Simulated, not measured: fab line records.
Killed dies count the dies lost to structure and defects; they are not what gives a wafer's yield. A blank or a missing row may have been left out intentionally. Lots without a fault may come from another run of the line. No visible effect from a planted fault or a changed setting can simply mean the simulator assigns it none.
Which tool did it? + flow gf180mcu + 72 wafers from 24 lots sampled at 4 of the route's 602 steps

WHAT THE GAUGES SHOWED, per wafer
GF_M2_RS_MEAS_05: a four-point-probe measurement.
| lot  | measured     | on           | M2_ALCU_RS (ohm/sq)  |
|------|--------------|--------------|----------------------|
| L074 | day 18 07:07 | filmMetro-04 | 0.0699 0.0699 0.0697 |
| L075 | day 19 04:29 | filmMetro-03 | 0.0703 0.0699 0.0699 |
| L076 | day 19 05:57 | filmMetro-03 | 0.0695 0.0691 0.0691 |
| L077 | day 19 10:33 | filmMetro-04 | 0.0693 0.0700 0.0700 |
| L078 | day 20 03:18 | filmMetro-04 | 0.0697 0.0704 0.0705 |
| L079 | day 20 15:18 | filmMetro-04 | 0.0693 0.0689 0.0692 |
| L081 | day 21 02:26 | filmMetro-03 | 0.0702 0.0699 0.0691 |
| L080 | day 21 03:05 | filmMetro-03 | 0.0689 0.0712 0.0704 |
| L082 | day 21 10:55 | filmMetro-03 | 0.0702 0.0702 0.0704 |
| L083 | day 21 19:52 | filmMetro-03 | 0.0681 0.0690 0.0682 |
| L084 | day 22 02:58 | filmMetro-03 | 0.0694 0.0692 0.0680 |
| L085 | day 22 09:17 | filmMetro-03 | 0.0697 0.0706 0.0704 |
| L086 | day 22 16:09 | filmMetro-04 | 0.0703 0.0699 0.0695 |
| L087 | day 23 00:38 | filmMetro-02 | 0.0692 0.0691 0.0693 |
| L088 | day 23 12:44 | filmMetro-02 | 0.0706 0.0701 0.0703 |
| L089 | day 23 15:53 | filmMetro-03 | 0.0689 0.0712 0.0698 |
| L090 | day 24 01:15 | filmMetro-04 | 0.0668 0.0685 0.0690 |
| L091 | day 24 11:09 | filmMetro-04 | 0.0685 0.0701 0.0698 |
| L092 | day 24 14:29 | filmMetro-03 | 0.0684 0.0695 0.0705 |
| L093 | day 24 19:58 | filmMetro-02 | 0.0709 0.0691 0.0707 |
| L094 | day 25 05:43 | filmMetro-03 | 0.0700 0.0691 0.0689 |
| L095 | day 25 15:23 | filmMetro-03 | 0.0716 0.0707 0.0708 |
| L096 | day 25 18:30 | filmMetro-03 | 0.0707 0.0696 0.0695 |
| L097 | day 25 22:23 | filmMetro-02 | 0.0707 0.0698 0.0695 |

GF_V3_THK_MEAS_03.
| lot  | measured     | on           | V3_CVD_02_THK (nm) |
|------|--------------|--------------|--------------------|
| L074 | day 21 12:17 | filmMetro-03 | 863 868 861        |
| L075 | day 22 08:11 | filmMetro-04 | 850 868 859        |
| L076 | day 22 10:10 | filmMetro-03 | 859 855 877        |
| L077 | day 22 14:43 | filmMetro-03 | 843 848 856        |
| L078 | day 23 06:37 | filmMetro-04 | 835 838 847        |
| L079 | day 23 17:08 | filmMetro-01 | 845 839 848        |
| L081 | day 24 03:08 | filmMetro-04 | 848 847 852        |
| L080 | day 24 04:32 | filmMetro-01 | 852 859 844        |
| L082 | day 24 12:10 | filmMetro-03 | 844 850 856        |
| L083 | day 24 19:41 | filmMetro-04 | 842 852 862        |
| L084 | day 25 01:15 | filmMetro-03 | 834 843 844        |
| L085 | day 25 07:10 | filmMetro-01 | 856 856 837        |
| L086 | day 25 14:18 | filmMetro-04 | 838 848 852        |
| L087 | day 25 20:32 | filmMetro-01 | 848 849 857        |
| L088 | day 26 08:29 | filmMetro-01 | 846 849 849        |
| L089 | day 26 12:12 | filmMetro-04 | 828 829 846        |
| L090 | day 26 21:31 | filmMetro-01 | 841 850 856        |
| L091 | day 27 05:43 | filmMetro-03 | 849 842 863        |
| L092 | day 27 08:55 | filmMetro-01 | 848 854 851        |
| L093 | day 27 14:13 | filmMetro-04 | 846 853 839        |
| L094 | day 27 22:45 | filmMetro-04 | 843 848 851        |
| L095 | day 28 07:52 | filmMetro-04 | 843 850 854        |
| L096 | day 28 10:20 | filmMetro-04 | 841 861 852        |
| L097 | day 28 14:59 | filmMetro-03 | 856 852 872        |

EACH LOT AND THE TOOL THAT RAN IT (in order: tool; ch and the chambers of the sampled wafers; start)
| lot  | GF_CONTACT_ETCH_17                           | GF_M2_SPUTTER_04            |
|------|----------------------------------------------|-----------------------------|
| L074 | rieDiel-01 ch 0,1, day 18 07:03 or earlier   | pvdSputter-03, day 18 07:03 |
| L075 | rieDiel-02 ch 0,3, day 19 04:25 or earlier   | pvdSputter-03, day 19 04:25 |
| L076 | rieDiel-03 ch 2,3, day 19 05:55 or earlier   | pvdSputter-03, day 19 05:55 |
| L077 | rieDiel-02 ch 0,1,2, day 19 10:31 or earlier | pvdSputter-04, day 19 10:31 |
| L078 | rieDiel-01 ch 0,1,2, day 20 03:16 or earlier | pvdSputter-04, day 20 03:16 |
| L079 | rieDiel-03 ch 0,1,3, day 20 15:16 or earlier | pvdSputter-03, day 20 15:16 |
| L081 | rieDiel-01 ch 0,1,2, day 21 02:22 or earlier | pvdSputter-03, day 21 02:22 |
| L080 | rieDiel-03 ch 0,1,3, day 21 03:01 or earlier | pvdSputter-04, day 21 03:01 |
| L082 | rieDiel-01 ch 1,3, day 21 10:51 or earlier   | pvdSputter-04, day 21 10:51 |
| L083 | rieDiel-01 ch 0,1,2, day 21 19:49 or earlier | pvdSputter-03, day 21 19:49 |
| L084 | rieDiel-02 ch 0,2,3, day 22 02:56 or earlier | pvdSputter-04, day 22 02:56 |
| L085 | rieDiel-01 ch 0,1, day 22 09:12 or earlier   | pvdSputter-03, day 22 09:12 |
| L086 | rieDiel-02 ch 0,1,2, day 22 16:07 or earlier | pvdSputter-01, day 22 16:07 |
| L087 | rieDiel-01 ch 0,3, day 23 00:34 or earlier   | pvdSputter-03, day 23 00:34 |
| L088 | rieDiel-01 ch 1,2,3, day 23 12:39 or earlier | pvdSputter-03, day 23 12:39 |
| L089 | rieDiel-01 ch 1,2,3, day 23 15:51 or earlier | pvdSputter-04, day 23 15:51 |
| L090 | rieDiel-03 ch 0,1,3, day 24 01:13 or earlier | pvdSputter-04, day 24 01:13 |
| L091 | rieDiel-02 ch 0,2,3, day 24 11:07 or earlier | pvdSputter-04, day 24 11:07 |
| L092 | rieDiel-02 ch 0,2, day 24 14:24 or earlier   | pvdSputter-03, day 24 14:24 |
| L093 | rieDiel-03 ch 0,2,3, day 24 19:55 or earlier | pvdSputter-01, day 24 19:55 |
| L094 | rieDiel-01 ch 0,1,3, day 25 05:40 or earlier | pvdSputter-03, day 25 05:40 |
| L095 | rieDiel-01 ch 0,1,3, day 25 15:20 or earlier | pvdSputter-04, day 25 15:20 |
| L096 | rieDiel-03 ch 0,2,3, day 25 18:28 or earlier | pvdSputter-04, day 25 18:28 |
| L097 | rieDiel-03 ch 0,1,3, day 25 22:19 or earlier | pvdSputter-03, day 25 22:19 |
- GF_CONTACT_ETCH_17: etches SiO2 in C4F8/O2/Ar, stops on CoSi2, target depth 860 nm.
- GF_M2_SPUTTER_04: material TiN, target thk 50 nm, time 41.7 s.

AS READ BY THE TOOLS THEMSELVES (means over the sampled wafers that have a number; for cases with no such wafer, the mark the record gives instead)
GF_CONTACT_ETCH_17.
| lot  | tool       | oesProductAu (a.u.) |
|------|------------|---------------------|
| L074 | rieDiel-01 | 0.815               |
| L075 | rieDiel-02 | 0.809               |
| L076 | rieDiel-03 | 0.814               |
| L077 | rieDiel-02 | 0.815               |
| L078 | rieDiel-01 | 0.813               |
| L079 | rieDiel-03 | 0.818               |
| L081 | rieDiel-01 | 0.811               |
| L080 | rieDiel-03 | 0.820               |
| L082 | rieDiel-01 | 0.816               |
| L083 | rieDiel-01 | 0.816               |
| L084 | rieDiel-02 | 0.817               |
| L085 | rieDiel-01 | 0.818               |
| L086 | rieDiel-02 | 0.811               |
| L087 | rieDiel-01 | 0.814               |
| L088 | rieDiel-01 | 0.817               |
| L089 | rieDiel-01 | 0.815               |
| L090 | rieDiel-03 | 0.815               |
| L091 | rieDiel-02 | 0.811               |
| L092 | rieDiel-02 | 0.816               |
| L093 | rieDiel-03 | 0.813               |
| L094 | rieDiel-01 | 0.813               |
| L095 | rieDiel-01 | 0.815               |
| L096 | rieDiel-03 | 0.816               |
| L097 | rieDiel-03 | 0.812               |

GF_M2_SPUTTER_04.
| lot  | tool          | throttleValvePct (%) |
|------|---------------|----------------------|
| L074 | pvdSputter-03 | 28.9                 |
| L075 | pvdSputter-03 | 30.1                 |
| L076 | pvdSputter-03 | 28.8                 |
| L077 | pvdSputter-04 | 30.4                 |
| L078 | pvdSputter-04 | 30.1                 |
| L079 | pvdSputter-03 | 29.7                 |
| L081 | pvdSputter-03 | 28.9                 |
| L080 | pvdSputter-04 | 30.7                 |
| L082 | pvdSputter-04 | 30.0                 |
| L083 | pvdSputter-03 | 29.1                 |
| L084 | pvdSputter-04 | 30.4                 |
| L085 | pvdSputter-03 | 29.2                 |
| L086 | pvdSputter-01 | 30.4                 |
| L087 | pvdSputter-03 | 28.9                 |
| L088 | pvdSputter-03 | 29.1                 |
| L089 | pvdSputter-04 | 30.5                 |
| L090 | pvdSputter-04 | 30.7                 |
| L091 | pvdSputter-04 | 31.3                 |
| L092 | pvdSputter-03 | 29.6                 |
| L093 | pvdSputter-01 | 29.5                 |
| L094 | pvdSputter-03 | 29.7                 |
| L095 | pvdSputter-04 | 30.0                 |
| L096 | pvdSputter-04 | 30.1                 |
| L097 | pvdSputter-03 | 30.2                 |

THE ANSWER, worked out from the rows above alone
Rule: the usual values come from the lots themselves. The widest of any qualifying gaps counts: lots, ordered by their means at a reading, are off when they make up no more than a third of the lots, leave a main group of 4 or more, and stand apart from it by 3 or more times the standard deviation of that group's means. The tables above print the reading to a certain number of digits; a main group whose means all agree to those digits is not used. Also off: a lot with no number at a reading for which 4 or more lots have one. The other lots that the step has rows for count as sound. After the gauges, taken in route order, come the tools' own readings; for these a lot's mean is taken, as printed above. At the first step where some lot is off, the reading lying furthest off is the one used; lots without a number count as furthest.
Across all readings shown, no lot is off: no conclusion can be drawn from this.

WHAT THE SIMULATOR HAD INSERTED
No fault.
